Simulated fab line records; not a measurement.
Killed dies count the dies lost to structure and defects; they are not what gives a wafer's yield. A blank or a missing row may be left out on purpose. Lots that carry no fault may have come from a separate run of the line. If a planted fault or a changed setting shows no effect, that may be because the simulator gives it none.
What tool caused it? -- flow sfqLine -- 42 wafers from 14 lots sampled at 3 of the route's 325 steps

WHAT EACH GAUGE READ, for each wafer
Not one reading of a measure or inspect step in the record can be checked against a usual standard deviation.

WHAT TOOL EACH LOT RAN ON (gives the tool, then ch and the chambers of the sampled wafers, and finally the start)
lot,SFQ_TRILAYER_I7_CMP_CMP_184,SFQ_TRILAYER_I7_METRO_MEASURE_185,SFQ_TRILAYER_I7_VIA_ETCH_VIA_ETCH_190
L324,"cmp-01 ch 0,3, day 77 12:17","filmMetro-02, day 77 15:36","rieDiel-01 ch 0,1,3, day 78 16:13"
L326,"cmp-01 ch 0,2,3, day 77 18:17","filmMetro-03, day 77 21:36","rieDiel-03 ch 0,1,2, day 78 21:01"
L327,"cmp-01 ch 0,2,3, day 77 22:17","filmMetro-04, day 78 00:36","rieDiel-02 ch 0,1,2, day 78 23:25"
L330,"cmp-01 ch 1,2, day 78 10:00","filmMetro-03, day 78 12:37","rieDiel-01 ch 0,3, day 79 09:01"
L331,"cmp-01 ch 0,2,3, day 78 12:30","filmMetro-02, day 78 15:49","rieDiel-01 ch 0,2,3, day 82 12:27"
L332,"cmp-01 ch 0,1, day 79 01:56","filmMetro-03, day 79 04:45","rieDiel-02 ch 0,1,2, day 83 14:58"
L337,"cmp-02 ch 1,2, day 85 14:44","filmMetro-02, day 85 17:33","rieDiel-02 ch 0,2, day 86 00:28"
L338,"cmp-01 ch 1,2,3, day 85 20:14","filmMetro-03, day 85 23:33","rieDiel-02 ch 1,2,3, day 89 21:13"
L340,"cmp-01 ch 0,1,2, day 86 04:51","filmMetro-03, day 86 06:58","rieDiel-03 ch 0,1,2, day 90 03:13"
L341,"cmp-02 ch 0,1,3, day 86 06:09","filmMetro-02, day 86 08:46","rieDiel-02 ch 0,2, day 90 05:37"
L342,"cmp-01 ch 0,1, day 86 06:51","filmMetro-03, day 86 09:58","rieDiel-01 ch 0,1, day 90 06:49"
L344,"cmp-01 ch 0,2,3, day 86 09:51","filmMetro-03, day 86 12:58","rieDiel-02 ch 1,2,3, day 90 11:37"
L346,"cmp-02 ch 0,2,3, day 87 21:28","filmMetro-04, day 87 23:05","rieDiel-03 ch 0,1,2, day 91 12:49"
L347,"cmp-01 ch 0,1,2, day 87 22:10","filmMetro-03, day 88 00:17","rieDiel-02 ch 0,2,3, day 91 14:01"
- SFQ_TRILAYER_I7_CMP_CMP_184: polishes SiO2.
- SFQ_TRILAYER_I7_METRO_MEASURE_185
- SFQ_TRILAYER_I7_VIA_ETCH_VIA_ETCH_190: etches SiO2 in CHF3, stops on Nb, target depth 260 nm.

WHAT THE TOOLS THEMSELVES READ (means of the sampled wafers that have a number; where no wafer has one, the mark that the record gives instead)
SFQ_TRILAYER_I7_CMP_CMP_184. Usual: edgeZonePressureFrac 1.001, standard deviation 0.0052; headPressurePsi 3.001 psi, standard deviation 0.0071; motorCurrentA 10.3 A, standard deviation 0.99; timeToEndpointS 216 s, standard deviation 8.6.
lot,tool,edgeZonePressureFrac,headPressurePsi (psi),motorCurrentA (A),timeToEndpointS (s),flag
L324,cmp-01,1.004,2.998,10.0,211,
L326,cmp-01,1.004,3.013,9.8,217,
L327,cmp-01,1.005,3.002,9.8,215,
L330,cmp-01,0.996,3.004,10.8,235,
L331,cmp-01,-,-,-,-,OFF
L332,cmp-01,-,-,-,-,OFF
L337,cmp-02,1.000,3.005,10.3,210,
L338,cmp-01,0.999,3.014,10.7,217,
L340,cmp-01,1.004,3.005,10.4,224,
L341,cmp-02,1.003,2.997,10.6,214,
L342,cmp-01,1.005,3.000,10.9,212,
L344,cmp-01,0.999,3.004,9.7,211,
L346,cmp-02,1.006,3.002,9.9,229,
L347,cmp-01,1.001,3.007,10.5,213,

SFQ_TRILAYER_I7_METRO_MEASURE_185. Usual: thkNm reads 200.4 nm (standard deviation 1.2).
lot,tool,thkNm (nm),flag
L324,filmMetro-02,198.5,
L326,filmMetro-03,201.3,
L327,filmMetro-04,200.4,
L330,filmMetro-03,201.9,
L331,filmMetro-02,495.8,OFF
L332,filmMetro-03,495.8,OFF
L337,filmMetro-02,199.7,
L338,filmMetro-03,199.9,
L340,filmMetro-03,201.2,
L341,filmMetro-02,200.1,
L342,filmMetro-03,200.2,
L344,filmMetro-03,199.1,
L346,filmMetro-04,201.4,
L347,filmMetro-03,200.4,

SFQ_TRILAYER_I7_VIA_ETCH_VIA_ETCH_190. Usual: drypumpMotorCurrentA 5.7 A, standard deviation 0.34; oesProductAu 0.856 a.u., standard deviation 0.0046; rfFwdPowerW 497.8 W, standard deviation 1.7.
lot,tool,drypumpMotorCurrentA (A),oesProductAu (a.u.),rfFwdPowerW (W),flag
L324,rieDiel-01,5.7,0.853,497.7,
L326,rieDiel-03,5.8,0.857,497.4,
L327,rieDiel-02,5.8,0.856,497.7,
L330,rieDiel-01,5.4,0.861,497.8,
L331,rieDiel-01,5.6,1.627,496.7,OFF
L332,rieDiel-02,5.8,1.613,498.2,OFF
L337,rieDiel-02,6.1,0.853,497.4,
L338,rieDiel-02,5.7,0.853,496.6,
L340,rieDiel-03,5.8,0.857,497.7,
L341,rieDiel-02,6.1,0.861,496.7,
L342,rieDiel-01,5.8,0.855,496.9,
L344,rieDiel-02,5.7,0.850,498.6,
L346,rieDiel-03,5.8,0.859,497.4,
L347,rieDiel-02,5.7,0.859,497.7,

THE ANSWER, worked out from the rows above alone
Rule: a lot counts as off when the mean over its wafers that have a number is more than 3 standard deviations away from the usual mean. A lot without any number at a reading at which 4 lots or more have one is off too. The other lots that the step has rows for count as sound. First the gauges in route order, then the tools' own readings, where a lot's mean is used as printed above. At the first step where some lot is off, the reading lying furthest off is the one used; lots without a number count as furthest.
Off, at SFQ_TRILAYER_I7_CMP_CMP_184 on edgeZonePressureFrac: L331, L332. Without a number there: L331, L332.
If a tool, at that step or one of the process steps before it, ran each lot that is off and ran no sound lot following the first of them, it fits. No candidate that was tried fits.

WHAT HAD BEEN PUT IN BY THE SIMULATOR
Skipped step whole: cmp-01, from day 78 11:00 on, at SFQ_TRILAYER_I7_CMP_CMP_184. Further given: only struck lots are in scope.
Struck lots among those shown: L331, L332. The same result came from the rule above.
